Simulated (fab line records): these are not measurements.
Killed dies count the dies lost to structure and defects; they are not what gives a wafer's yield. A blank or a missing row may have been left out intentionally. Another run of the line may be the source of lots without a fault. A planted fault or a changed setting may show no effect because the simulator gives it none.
The tool behind it: which one? + flow sky130 + 36 wafers from 12 lots sampled at 6 of the route's 708 steps

WHAT THE GAUGES READ, wafer by wafer
SKY_DNWELL_TW_MEAS_09. Usual: DNWELL_TW typically reads 1121, with standard deviation 11.
| lot  | measured    | on           | DNWELL_TW      | flag |
|------|-------------|--------------|----------------|------|
| L345 | day 3 07:39 | filmMetro-03 | 1113 1113 1107 |      |
| L348 | day 4 00:09 | filmMetro-02 | 1135 1138 1137 |      |
| L352 | day 4 18:38 | filmMetro-02 | 30 30 31       | OFF  |
| L353 | day 4 22:25 | filmMetro-03 | 1118 1123 1113 |      |
| L354 | day 5 04:52 | filmMetro-04 | 1110 1112 1110 |      |
| L357 | day 5 23:56 | filmMetro-02 | 1146 1138 1144 |      |
| L358 | day 6 08:20 | filmMetro-03 | 1115 1118 1110 |      |
| L361 | day 6 21:49 | filmMetro-03 | 1112 1120 1109 |      |
| L363 | day 7 05:07 | filmMetro-03 | 1119 1119 1119 |      |
| L366 | day 7 23:55 | filmMetro-03 | 1122 1108 1120 |      |
| L367 | day 8 02:44 | filmMetro-04 | 1115 1116 1110 |      |
| L368 | day 8 07:31 | filmMetro-04 | 1106 1110 1107 |      |

SKY_NWELL_TW_MEAS_15. Usual: NWELL_TW typically reads 1826, with standard deviation 14.
| lot  | measured     | on           | NWELL_TW       | flag |
|------|--------------|--------------|----------------|------|
| L345 | day 4 16:09  | filmMetro-02 | 1846 1850 1852 |      |
| L348 | day 5 10:57  | filmMetro-04 | 1822 1817 1818 |      |
| L352 | day 6 05:20  | filmMetro-02 | 1964 1975 1968 | OFF  |
| L353 | day 6 09:58  | filmMetro-02 | 1867 1851 1847 |      |
| L354 | day 6 17:05  | filmMetro-04 | 1815 1822 1816 |      |
| L357 | day 7 15:01  | filmMetro-04 | 1820 1814 1817 |      |
| L358 | day 8 00:02  | filmMetro-04 | 1817 1813 1823 |      |
| L361 | day 8 14:56  | filmMetro-02 | 1855 1844 1848 |      |
| L363 | day 8 22:28  | filmMetro-03 | 1825 1828 1825 |      |
| L366 | day 9 18:08  | filmMetro-04 | 1824 1823 1815 |      |
| L367 | day 9 21:55  | filmMetro-04 | 1818 1824 1822 |      |
| L368 | day 10 03:09 | filmMetro-04 | 1814 1823 1823 |      |

SKY_POLY_GATE_THK_MEAS_01. Usual: POLY_GATE_CVD_00_THK typically reads 179.5 nm, with standard deviation 1.6.
| lot  | measured     | on           | POLY_GATE_CVD_00_THK (nm) | flag |
|------|--------------|--------------|---------------------------|------|
| L345 | day 14 02:28 | filmMetro-01 | 179.5 178.5 180.4         |      |
| L348 | day 15 03:29 | filmMetro-01 | 177.8 178.6 177.0         |      |
| L352 | day 16 09:20 | filmMetro-04 | 179.0 179.0 179.8         |      |
| L353 | day 16 16:50 | filmMetro-01 | 178.4 179.4 179.3         |      |
| L354 | day 17 04:34 | filmMetro-04 | 182.1 181.9 181.4         |      |
| L357 | day 18 14:04 | filmMetro-02 | 179.4 179.3 179.5         |      |
| L358 | day 19 01:26 | filmMetro-02 | 180.8 178.3 178.4         |      |
| L361 | day 20 02:08 | filmMetro-02 | 180.7 180.0 179.0         |      |
| L363 | day 20 11:38 | filmMetro-01 | 181.6 180.6 178.7         |      |
| L366 | day 21 14:23 | filmMetro-02 | 178.7 178.8 178.8         |      |
| L367 | day 21 18:20 | filmMetro-04 | 180.1 182.2 180.1         |      |
| L368 | day 22 02:59 | filmMetro-02 | 182.8 182.3 181.0         |      |

SKY_VIA1_THK_MEAS_01. Usual: VIA1_HDPCVD_THK typically reads 1030 nm, with standard deviation 12.
| lot  | measured     | on           | VIA1_HDPCVD_THK (nm) | flag |
|------|--------------|--------------|----------------------|------|
| L345 | day 32 20:20 | filmMetro-02 | 1023 1020 1013       |      |
| L348 | day 33 21:46 | filmMetro-02 | 1021 1027 1014       |      |
| L352 | day 35 03:39 | filmMetro-02 | 1039 1024 1019       |      |
| L353 | day 35 10:17 | filmMetro-01 | 1031 1048 1011       |      |
| L354 | day 35 21:34 | filmMetro-02 | 1025 1047 1053       |      |
| L357 | day 37 01:56 | filmMetro-01 | 1024 1005 1028       |      |
| L358 | day 37 10:57 | filmMetro-04 | 1029 1027 1033       |      |
| L361 | day 38 05:46 | filmMetro-04 | 1032 1028 1049       |      |
| L363 | day 38 14:55 | filmMetro-02 | 1006 1042 1044       |      |
| L366 | day 39 10:55 | filmMetro-01 | 1046 1024 1006       |      |
| L367 | day 39 17:37 | filmMetro-02 | 1034 1028 1029       |      |
| L368 | day 39 23:16 | filmMetro-01 | 1032 1038 1041       |      |

TOOL THAT RAN EACH LOT (tool first, then ch and the chambers of the sampled wafers, then the start)
| lot  | SKY_DNWELL_EXPOSE_04              | SKY_METAL1_SPUTTER_00       |
|------|-----------------------------------|-----------------------------|
| L345 | ilineStepper-02 ch 0, day 3 00:26 | pvdSputter-03, day 31 15:13 |
| L348 | ilineStepper-02 ch 0, day 3 15:45 | pvdSputter-03, day 32 17:46 |
| L352 | ilineStepper-02 ch 0, day 4 09:46 | pvdSputter-01, day 33 23:58 |
| L353 | ilineStepper-01 ch 0, day 4 14:06 | pvdSputter-01, day 34 06:20 |
| L354 | ilineStepper-02 ch 0, day 4 20:00 | pvdSputter-03, day 34 17:15 |
| L357 | ilineStepper-01 ch 0, day 5 15:43 | pvdSputter-03, day 35 22:45 |
| L358 | ilineStepper-01 ch 0, day 5 22:43 | pvdSputter-01, day 36 07:02 |
| L361 | ilineStepper-02 ch 0, day 6 12:11 | pvdSputter-01, day 37 02:34 |
| L363 | ilineStepper-01 ch 0, day 6 19:05 | pvdSputter-02, day 37 12:06 |
| L366 | ilineStepper-02 ch 0, day 7 13:43 | pvdSputter-01, day 38 08:37 |
| L367 | ilineStepper-02 ch 0, day 7 16:43 | pvdSputter-03, day 38 15:16 |
| L368 | ilineStepper-02 ch 0, day 7 21:35 | pvdSputter-02, day 38 20:10 |
- SKY_DNWELL_EXPOSE_04: exposes mask DNM, target cd 3000 nm.
- SKY_METAL1_SPUTTER_00: material Ti, target thk 15 nm, time 10 s.

WHAT THE TOOLS THEMSELVES READ (means of the sampled wafers that have a number; where no wafer has one, the mark that the record gives instead)
SKY_DNWELL_EXPOSE_04. Usual: 22.98 C for reticleTempC, sd 0.11.
| lot  | tool            | reticleTempC (C) | flag |
|------|-----------------|------------------|------|
| L345 | ilineStepper-02 | 23.04            |      |
| L348 | ilineStepper-02 | 23.19            |      |
| L352 | ilineStepper-02 | 23.01            |      |
| L353 | ilineStepper-01 | 23.00            |      |
| L354 | ilineStepper-02 | 23.06            |      |
| L357 | ilineStepper-01 | 23.03            |      |
| L358 | ilineStepper-01 | 22.93            |      |
| L361 | ilineStepper-02 | 23.08            |      |
| L363 | ilineStepper-01 | 22.95            |      |
| L366 | ilineStepper-02 | 22.88            |      |
| L367 | ilineStepper-02 | 22.99            |      |
| L368 | ilineStepper-02 | 22.96            |      |

SKY_METAL1_SPUTTER_00. Usual: 29.8 % for throttleValvePct, sd 0.91.
| lot  | tool          | throttleValvePct (%) | flag |
|------|---------------|----------------------|------|
| L345 | pvdSputter-03 | 30.4                 |      |
| L348 | pvdSputter-03 | 30.6                 |      |
| L352 | pvdSputter-01 | 29.3                 |      |
| L353 | pvdSputter-01 | 29.9                 |      |
| L354 | pvdSputter-03 | 30.5                 |      |
| L357 | pvdSputter-03 | 30.2                 |      |
| L358 | pvdSputter-01 | 29.5                 |      |
| L361 | pvdSputter-01 | 29.5                 |      |
| L363 | pvdSputter-02 | 28.1                 |      |
| L366 | pvdSputter-01 | 29.4                 |      |
| L367 | pvdSputter-03 | 30.3                 |      |
| L368 | pvdSputter-02 | 30.4                 |      |

THE ANSWER, worked out from the rows above alone
Rule: a lot is off if the mean of its wafers that have a number lies more than 3 standard deviations from the usual mean. A lot without any number at a reading at which 4 lots or more have one is off too. All remaining lots with rows at the step are treated as sound. First the gauges in route order, then the tools' own readings, where a lot's mean is used as printed above. At the first step where some lot is off, the reading lying furthest off is the one used; lots without a number count as furthest.
Off: L352, at SKY_DNWELL_TW_MEAS_09 (DNWELL_TW).
A tool fits if, at a process step before that reading, it ran every lot that is off, and no sound lot after the first of them. The gauges at SKY_DNWELL_TW_MEAS_09 are tried like those tools. None of those tried fits.

WHAT THE SIMULATOR HAD PUT IN
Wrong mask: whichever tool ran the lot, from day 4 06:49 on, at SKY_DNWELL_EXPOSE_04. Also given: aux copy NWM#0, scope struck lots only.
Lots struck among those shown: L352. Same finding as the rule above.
